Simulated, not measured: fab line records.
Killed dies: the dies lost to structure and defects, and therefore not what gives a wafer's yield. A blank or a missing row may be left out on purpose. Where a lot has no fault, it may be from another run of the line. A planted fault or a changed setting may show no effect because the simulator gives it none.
A lot that was struck, set against a sound lot + flow sky130 + 34 steps out of a route of 708
Sound: the wafers L252.2, L252.5, L252.6. Struck: wafers L253.3, L253.5. (L253.2 of the same lot was not struck and is left out.) The cause comes at the end.
Each step with rows lists, per side, the tool, then ch with its chambers, then its first start. Under that, the readings that differ: sound wafers + struck wafers + difference of the means + sigmas: that difference in standard deviations of wafers without a fault.
alike: words and numbers the same on both sides, and readings whose means are apart by under 2 such deviations; not compared: readings that were withheld, readings missing a value for some wafer, numbers with overlapping values and no deviation given by the record, and bounds like >300 which may hide the same value.
The two part at a step that has a row with sigmas, a row that says differs or no value, or rows on one side only. Numbers that have no deviation but don't overlap get no sigmas and don't part them. A reading that every wafer of one side lacks parts them only if that side has two wafers or more.

first, 9 steps without rows for these wafers: SKY_VIA1_CMP_02 (polishes SiO2); SKY_VIA1_DEHYDRATE_04 (time 60 s); SKY_VIA1_HMDS_05 (prime time 60 s); SKY_VIA1_COAT_06 (resist thk 60 nm); SKY_VIA1_COAT_07 (resist thk 450 nm); SKY_VIA1_SOFTBAKE_08 (time 90 s); SKY_VIA1_EXPOSE_09 (exposes mask VIM, target cd 150 nm); SKY_VIA1_PEB_10; SKY_VIA1_DEVELOP_11 (develop time 60 s).
SKY_VIA1_ETCH_14: etches BARC in N2/H2, stops on SiO2, time 45.9 s, target depth 60 nm.
  sound on rie-diel-01 ch 0,1,3, day 35 01:53; struck on rie-diel-04 ch 0, day 35 03:35
  alike: drypump-motor-current-A, oes-product-au, throttle-valve-pct
  not compared: rf-hours-counter-h
then, 23 steps without rows for these wafers: SKY_VIA1_ETCH_15 (etches SiO2 in C4F8/O2/Ar, stops on TiN, target depth 351 nm, time 54 s); SKY_VIA1_STRIP_16 (strips in O2/N2); SKY_VIA1_STRIP_17 (strips in post etch residue remover, time 1200 s); SKY_VIA1_CLEAN_18 (cleans in IPA, time 180 s); SKY_VIA1_CLEAN_19 (cleans in O3/DIW); SKY_VIA1_SPUTTER_20 (material TiN, target thk 20 nm, time 80 s); SKY_VIA1_CVD_21 (deposits W, target thk 270 nm, time 80.902 s); SKY_VIA1_CMP_24 (polishes, stops on SiO2, t overpolish 15 s, target thk 0 nm); SKY_METAL2_SPUTTER_00 (material Ti, target thk 15 nm, time 10 s); SKY_METAL2_SPUTTER_01 (material TiN, target thk 20 nm, time 16.7 s); SKY_METAL2_SPUTTER_02 (material AlCu, target thk 250 nm, time 13.3 s); SKY_METAL2_SPUTTER_03 (material Ti, target thk 5 nm, time 3.3 s); SKY_METAL2_SPUTTER_04 (material TiN, target thk 70 nm, time 58.3 s); SKY_METAL2_DEHYDRATE_07 (time 60 s); SKY_METAL2_HMDS_08 (prime time 60 s); SKY_METAL2_COAT_09 (resist thk 60 nm); SKY_METAL2_COAT_10 (resist thk 450 nm); SKY_METAL2_SOFTBAKE_11 (time 90 s); SKY_METAL2_EXPOSE_12 (exposes mask MM2, target cd 140 nm); SKY_METAL2_PEB_13; SKY_METAL2_DEVELOP_14 (develop time 60 s); SKY_METAL2_DESCUM_17 (chemistry O2, time 8 s); SKY_METAL2_ETCH_18 (etches BARC in N2/H2, stops on SiO2, time 45.9 s, target depth 60 nm).
-- the record jumps here: 12 days lie between the struck wafers' starts before and after (it left off in module METAL2 and takes up again in module PAD_OPEN, whose first step shown is number 708 of the route) --
SKY_PAD_OPEN_PROBE_99:
  only the struck wafers here have rows in the record (prober-01, day 46 19:01); the sound ones have none

## WHERE THEY PART
At SKY_PAD_OPEN_PROBE_99 and nowhere else, as far as this record goes.

WHY: what the simulator had put in
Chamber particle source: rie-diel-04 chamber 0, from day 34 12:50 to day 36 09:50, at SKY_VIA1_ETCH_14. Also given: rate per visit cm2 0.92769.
